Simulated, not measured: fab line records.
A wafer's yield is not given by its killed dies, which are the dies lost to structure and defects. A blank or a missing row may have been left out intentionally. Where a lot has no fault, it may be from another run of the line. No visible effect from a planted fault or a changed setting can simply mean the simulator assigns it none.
fab line records	flow sky130
record: lots: 13	wafers: 38	last-day: 50
route steps=708 shown VT_ADJUST_HVTR@137
lots with no fault: from the same line, run without faults
start-h: the number of hours between the record's first day and the start of the first shown wafer of the lot	wait-h: hours since the lot's step before	" identical to the entry in the row above	L1.1+2: a single row standing in for several wafers	- either no value or no given start	* or withheld: withheld	< > ~ a bound
route shown NAME@n: NAME is a module with steps in the file, n the number in the route of the first one	usual: mean and standard deviation over wafers with no fault	same: alike in all rows	chamber/n: place in a boat	sites: each site's reading	_std_site: standard deviation across them	_edge_site: outer sites' mean less inner sites'	radius-mm: how far each site lies from the wafer's centre	mask NAME#n: copy n	behind: the last tool/chamber to shape the wafer	hold: what put the lot on hold/how long, in hours/how the hold closed	device: whichever transistor did not switch (one of n, p or np)	end of line: tests of these same wafers at the route's end	step lacking rows: just its recipe	killed: the dies lost at the first sort to structure and to defects; this is not the yield of the wafer	map: a wafer's dies, marking killed ones x, the rest . and places with no die _
set.NAME: the run value of the setting; set.NAME@STEP: its run value at that earlier step	model.NAME: the simulator's own value behind a step, which no gauge read
steps of the route over a sample of lots; a table a step, a row a wafer
services: the hour from which a tool's chamber was out of use, counted from the record's first day as start-h (under 0 if before that day), plus the number of hours and why
== steps ==
step: SKY_VT_ADJUST_HVTR_DEVELOP_06
recipe: develop-time-s: 60	dev-temp-c: 23
usual: resist-line-temp-C: 23.03/0.13
lot.wafer	tool	chamber	start-h	wait-h	resist-line-temp-C
L690.1	litho-track-01	0	203.31	0.1	22.73
L690.2	"	0	"	"	22.99
L690.6	"	0	"	"	22.83
L692.1	litho-track-02	0	221.84	0.1	23.07
L692.4	"	0	"	"	23.16
L692.6	"	0	"	"	23.14
L695.1	litho-track-01	0	244.56	0.1	22.85
L695.2	"	0	"	"	22.87
L695.4	"	0	"	"	22.80
L696.2	litho-track-04	0	244.89	0.1	22.95
L696.3	"	0	"	"	23.08
L696.4	"	0	"	"	23.07
L698.2	litho-track-02	0	261.86	0.1	23.01
L698.5	"	0	"	"	23.00
L698.6	"	0	"	"	23.24
L699.1	litho-track-02	0	269.64	0.1	23.01
L699.4	"	0	"	"	22.99
L699.5	"	0	"	"	23.07
L700.1	litho-track-02	0	274.44	0.1	23.08
L700.4	"	0	"	"	22.88
L700.6	"	0	"	"	23.19
L701.2	litho-track-01	0	282.93	0.1	22.92
L701.5	"	0	"	"	22.93
L701.6	"	0	"	"	23.01
L705.1	litho-track-01	0	331.26	0.1	22.88
L705.3	"	0	"	"	22.88
L705.6	"	0	"	"	23.00
L708.2	litho-track-04	0	337.94	0.1	23.09
L708.4	"	0	"	"	23.21
L708.6	"	0	"	"	23.16
L709.1	litho-track-01	0	343.05	0.1	23.18
L709.6	"	0	"	"	23.09
L711.2	litho-track-02	0	360.31	0.1	22.93
L711.3	"	0	"	"	22.99
L711.6	"	0	"	"	22.77
L713.2	litho-track-04	0	375.99	0.1	22.92
L713.3	"	0	"	"	22.82
L713.6	"	0	"	"	22.73
step: SKY_VT_ADJUST_HVTR_CD_MEAS_07
recipe: target-cd-nm: 380
usual: cd-nm: 380.1/2.6
lot.wafer	tool	chamber	start-h	wait-h	hold	cd-nm
L690.1	cd-sem-01	-	203.46	0.1	-	376.9
L690.2	"	-	"	"	-	376.3
L690.6	"	-	"	"	-	375.4
L692.1	cd-sem-01	-	221.99	0.1	-	374.1
L692.4	"	-	"	"	-	376.6
L692.6	"	-	"	"	-	374.5
L695.1	cd-sem-02	-	244.71	0.1	-	378.3
L695.2	"	-	"	"	-	378.1
L695.4	"	-	"	"	-	377.0
L696.2	cd-sem-01	-	245.04	0.1	-	378.3
L696.3	"	-	"	"	-	378.1
L696.4	"	-	"	"	-	378.5
L698.2	cd-sem-01	-	262.01	0.1	-	378.9
L698.5	"	-	"	"	-	376.8
L698.6	"	-	"	"	-	378.9
L699.1	cd-sem-01	-	269.79	0.1	-	378.8
L699.4	"	-	"	"	-	378.6
L699.5	"	-	"	"	-	380.0
L700.1	cd-sem-02	-	274.59	0.1	-	381.6
L700.4	"	-	"	"	-	378.3
L700.6	"	-	"	"	-	378.6
L701.2	cd-sem-02	-	283.08	0.1	-	380.9
L701.5	"	-	"	"	-	381.2
L701.6	"	-	"	"	-	380.4
L705.1	cd-sem-02	-	331.41	0.1	-	380.4
L705.3	"	-	"	"	-	379.7
L705.6	"	-	"	"	-	380.3
L708.2	cd-sem-02	-	338.09	0.1	-	380.8
L708.4	"	-	"	"	-	381.7
L708.6	"	-	"	"	-	381.7
L709.1	cd-sem-02	-	343.20	0.1	await-dispo/0.2h/release	382.1
L709.6	"	-	"	"	await-dispo/0.2h/release	401.9
L709.1	cd-sem-02	-	343.49	0.3	-	382.1
L709.6	"	-	"	"	-	401.4
L711.2	cd-sem-01	-	360.46	0.1	-	377.6
L711.3	"	-	"	"	-	379.1
L711.6	"	-	"	"	-	376.8
L713.2	cd-sem-02	-	376.14	0.1	-	384.4
L713.3	"	-	"	"	-	385.6
L713.6	"	-	"	"	-	382.9
== services ==
tool	chamber	start-h	hours	kind
litho-track-02	-	370.11	-	consumable-replace:filter
== key ==
first-sign: step: SKY_VT_ADJUST_HVTR_CD_MEAS_07	reading: visit	direction: added
effect: step: SKY_VT_ADJUST_HVTR_CD_MEAS_07	reading: cd-nm	direction: up	sigmas: 8.3	usual: 380.1	struck: 401.9
met-at SKY_VT_ADJUST_HVTR_DEVELOP_06
struck-lots L709
struck-wafers L709.6
tester-left-out L709
onset-between 331.26 343.05
fault: kind: process-parameter-drift	tool: litho-track-01	chamber: -	onset-h: 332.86	steps: SKY_VT_ADJUST_HVTR_DEVELOP_06	channel: develop-time-s	offset: *	shape: step	end-h: 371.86	scope: struck-wafers-only	acts-in: *	stated: *
tester-left-out: of these lots the tester's yield and bins aren't shown, on N5 and GAA mostly nor the transistor test; their killed dies are dies lost to structure and defects alone, not to doping, threshold or leakage, so they don't give the yield
